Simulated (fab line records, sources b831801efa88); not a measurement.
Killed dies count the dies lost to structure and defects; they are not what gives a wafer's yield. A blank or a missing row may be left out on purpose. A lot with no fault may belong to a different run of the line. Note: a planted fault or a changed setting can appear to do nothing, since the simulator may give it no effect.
Problem report in the 8D (eight disciplines) form, filled by code | flow sky130 | the parts of the form that need people (team, actions taken, sign-off) are left out

== 1. WHAT WENT WRONG ==
Mean NWELL_2_TW at SKY_NWELL_TW_MEAS_26: 30 over 6 wafers in 2 lots; fault-free wafers: 499, standard deviation 3.5. That is -99 or more standard deviations from the usual mean.
Earliest sighting: wafer L745.1 on film-metro-02 at day 8 04:53. The record holds 42 wafers of 14 lots with a number at this step. By rule, "out" or "out of limits" means more than 4 standard deviations away from the usual mean. The other wafers with a number count as sound.

== 2. WHAT IT IS; WHAT IT IS NOT ==
question                    | is                           | is not
which readings at this step | NWELL_2_TW                   | -
which lots                  | L745, L746                   | L734, L735, L736, L737, L742, L749, L750, L752, L753, L754, L755, L756
which wafers of those lots  | all that have a number       | -
read on which gauges        | film-metro-01, film-metro-02 | film-metro-03
when                        | from day 8 04:53             | up to then (15 sound wafers); but 21 sound wafers of L749, L750, L752, L753, L754, L755, L756 came after

== 3. THE SUSPECTS, EACH WITH WHAT RULES IT OUT ==
Counting: a tool at any process step up to the reading remains a suspect when it ran all the lots that are out and ran no sound lot after the first of those.
- the gauge at SKY_NWELL_TW_MEAS_26: ruled out. Those wafers that are out were read across 2 gauges (film-metro-01, film-metro-02).
- plasma-asher-03 at SKY_NWELL_STRIP_14 (strips in O2/N2): ruled out as a lasting fault. Following L745 (day 7 08:17), the first lot on it that is out, the sound lots L749, L753, L756 were run on it.
Left after counting: nothing in the record.

== 4. THE CAUSE (what the simulator had put in) ==
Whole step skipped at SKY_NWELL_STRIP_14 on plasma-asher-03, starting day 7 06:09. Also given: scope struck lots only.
Counting ruled it out, wrongly: the rule takes a fault to strike every lot that its tool runs from its start on, and this one did not.

== 5. THE CHAIN OF EFFECTS, in route order ==
One row per reading whose mean, taken over the struck wafers that have a number, lies over 3 standard deviations from the usual. Only readings whose record carries a usual standard deviation are examined. hours: median over the lots of the time between each lot's start at the first step of this table that gives one and its start at this step. sigmas: the change, counted in usual standard deviations.
hours | step                 | reading                  | usual      | on struck wafers | change | sigmas
0     | SKY_NWELL_STRIP_25   | oes-product-au           | 0.722 a.u. | 0.738            | +0.016 | +3.7
0     | SKY_NWELL_STRIP_25   | strip-time-to-endpoint-s | 36.88 s    | 81.09            | +44.21 | +99 or more
0     | SKY_NWELL_TW_MEAS_26 | NWELL_2_TW               | 499        | 30               | -469   | -99 or more
Its process steps:
- SKY_NWELL_STRIP_25: strips in O2/N2.
Readings that are blank on the struck wafers while sound wafers have them: chamber-pressure-mTorr at SKY_NWELL_STRIP_14; drypump-motor-current-A at SKY_NWELL_STRIP_14; oes-product-au at SKY_NWELL_STRIP_14; strip-time-to-endpoint-s at SKY_NWELL_STRIP_14.
Later steps that measure or inspect, where all struck wafers having a row at the step show a number for every such reading and not one has moved that far: SKY_POLY_GATE_THK_MEAS_21.

== 6. HOW IT WOULD HAVE BEEN CAUGHT EARLIER ==
The first out-of-limits reading at a measuring or inspecting step in this record came at day 8 04:53, 23 hours after the fault's start at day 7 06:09.
At SKY_NWELL_STRIP_14 the tool's readings are blank on the struck wafers, where sound wafers have them: an empty tool record is the first sign, and it was there at once.
